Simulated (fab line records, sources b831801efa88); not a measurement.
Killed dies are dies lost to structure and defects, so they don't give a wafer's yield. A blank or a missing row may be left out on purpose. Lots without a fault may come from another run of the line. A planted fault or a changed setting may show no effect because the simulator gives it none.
A struck lot beside a sound one | flow sky130 | 14 steps out of a route of 708
Sound: wafers L515.1, L515.5, L515.6. Struck: wafers L514.1, L514.2, L514.6. The cause comes at the end.
At each step with rows: each side's tool, then ch and its chambers, then its first start. Under that, the readings that differ: sound wafers | struck wafers | difference of the means | sigmas: that difference in standard deviations of wafers without a fault.
alike: readings whose means differ by less than 2 such deviations, and words and numbers that are the same on both sides. not compared: withheld readings, readings that some wafer has no value for, bounds like >300 that may hide the same value, and numbers for which the record gives no deviation and whose values overlap.
The two part at a step that has a row with sigmas, a row that says differs or no value, or rows on one side only. Numbers that don't overlap but have no deviation are shown without sigmas and don't part them. A reading that every wafer of one side lacks parts them only if that side has two wafers or more.

SKY_METAL5_SPUTTER_01: material TiN, target thk 20 nm, time 16.7 s.
  sound on pvd_sputter-02, day 47 07:40; struck on pvd_sputter-02, day 47 00:25
  alike: chamber_pressure_pa, throttle_valve_pct
SKY_METAL5_SPUTTER_02: material AlCu, target thk 1150 nm, time 61.2 s.
  sound on pvd_sputter-02, day 47 07:42; struck on pvd_sputter-02, day 47 00:27
  alike: chamber_pressure_pa, throttle_valve_pct
SKY_METAL5_SPUTTER_03: material Ti, target thk 5 nm, time 3.3 s.
  sound on pvd_sputter-02, day 47 07:45; struck on pvd_sputter-02, day 47 00:30
  alike: chamber_pressure_pa, throttle_valve_pct
SKY_METAL5_SPUTTER_04: material TiN, target thk 70 nm, time 58.3 s.
  sound on pvd_sputter-02, day 47 07:46; struck on pvd_sputter-02, day 47 00:31
  alike: chamber_pressure_pa, throttle_valve_pct
SKY_METAL5_RS_MEAS_05: measures by four-point-probe.
  sound on film_metro-04, day 47 07:49; struck on film_metro-03, day 47 00:34
  alike: METAL5_ALCU_RS
SKY_METAL5_THK_MEAS_06: measures by xrf.
  sound on film_metro-04, day 47 07:56; struck on film_metro-03, day 47 00:41
  reading              | sound          | struck         | difference | sigmas
  METAL5_ALCU_THK (nm) | 1135 1117 1122 | 1139 1168 1161 | +31        | +2
then, 6 steps without rows for these wafers: SKY_METAL5_DEHYDRATE_07 (time 60 s); SKY_METAL5_HMDS_08 (prime time 60 s); SKY_METAL5_COAT_09 (resist thk 1800 nm); SKY_METAL5_SOFTBAKE_10 (time 60 s); SKY_METAL5_EXPOSE_11 (exposes mask MM5, target cd 1600 nm); SKY_METAL5_PEB_12.
SKY_METAL5_DEVELOP_13: develop time 60 s.
  sound on litho_track-04 ch 0, day 48 02:58; struck on litho_track-03, day 47 20:35
  no value came back on the struck wafers for chill_plate_temp_C (C), develop_time_s (s); on the sound wafers chill_plate_temp_C (C) reads 22.98 23.08 23.05
SKY_METAL5_DESCUM_14: chemistry O2, time 11 s.
  sound on rie_metal-04 ch 0,1, day 48 03:07; struck on rie_metal-01 ch 0,1, day 47 20:44
  alike: drypump_motor_current_A, he_backside_leak_sccm, oes_product_au
  not compared: rf_hours_counter_h

WHERE THEY PART
First at SKY_METAL5_THK_MEAS_06; last, within this record, at SKY_METAL5_DEVELOP_13. Later steps at which nothing parts them and some readings are alike: SKY_METAL5_DESCUM_14.

WHY: what the simulator had put in
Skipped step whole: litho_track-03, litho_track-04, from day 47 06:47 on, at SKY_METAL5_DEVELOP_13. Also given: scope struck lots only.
